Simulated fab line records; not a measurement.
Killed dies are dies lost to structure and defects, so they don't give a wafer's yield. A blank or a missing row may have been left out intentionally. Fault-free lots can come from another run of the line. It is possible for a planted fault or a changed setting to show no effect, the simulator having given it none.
Chamber matching    flow sfqLine    SFQ_TRILAYER_I2_CMP_CMP_064 on cmp-02 has 4 sister chambers
The step polishes SiO2. 16 wafers are shown with their chamber, then 7 later ones without.

## WAFERS PAIRED WITH THEIR CHAMBERS
wafer   chamber  motorCurrentA (A)  timeToEndpointS (s)
L942.1  3        11.4               210
L942.2  1        10.4               218
L942.6  3        11.4               220
L944.1  3        11.7               219
L944.4  0        9.5                227
L944.6  2        9.4                221
L947.1  3        11.7               206
L947.3  2        9.6                201
L947.4  1        10.0               217
L948.1  3        11.3               209
L948.2  2        8.9                204
L948.4  1        9.8                206
L949.4  1        10.0               201
L949.5  2        9.6                202
L949.6  3        11.3               219
L956.5  1        10.0               203

SIGNATURES (means of the wafers above)
reading          chamber 0  chamber 1  chamber 2  chamber 3  scatter within a chamber
motorCurrentA    9.500      10.040     9.375      11.467     0.24
timeToEndpointS  227.00     209.00     207.00     213.83     7.7
Rule: a wafer lies at a distance from a chamber equal to the root of the sum of squares, over the readings, of (its reading less the chamber's mean, divided by the reading's scatter). The wafer belongs to the nearest chamber; if the next one is less than 2 further off, it can't be placed. How the scatter is found: for the shown wafers, subtract from each reading the mean of its chamber, square and add these, divide the total by (wafers less chambers), then take the root.

## WAFERS WHOSE CHAMBER IS MISSING
wafer   motorCurrentA (A)  timeToEndpointS (s)
L956.6  9.4                225
L963.3  9.8                213
L963.1  10.0               219
L963.6  9.2                212
L965.2  9.7                208
L965.4  10.2               216
L965.5  9.8                214

## CHAMBER TAKEN BY EACH
wafer   from the rows above           in truth
L956.6  can't be placed: 0 or 2       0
L963.3  can't be placed: 1 or 2 or 0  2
L963.1  can't be placed: 1 or 0 or 2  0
L963.6  can't be placed: 2 or 0       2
L965.2  can't be placed: 2 or 1 or 0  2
L965.4  1                             1
L965.5  can't be placed: 1 or 2 or 0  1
Correctly placed: 1 of 7. These rows do not allow placing 6 (true chamber among the candidates in 6). Wrongly placed: 0.
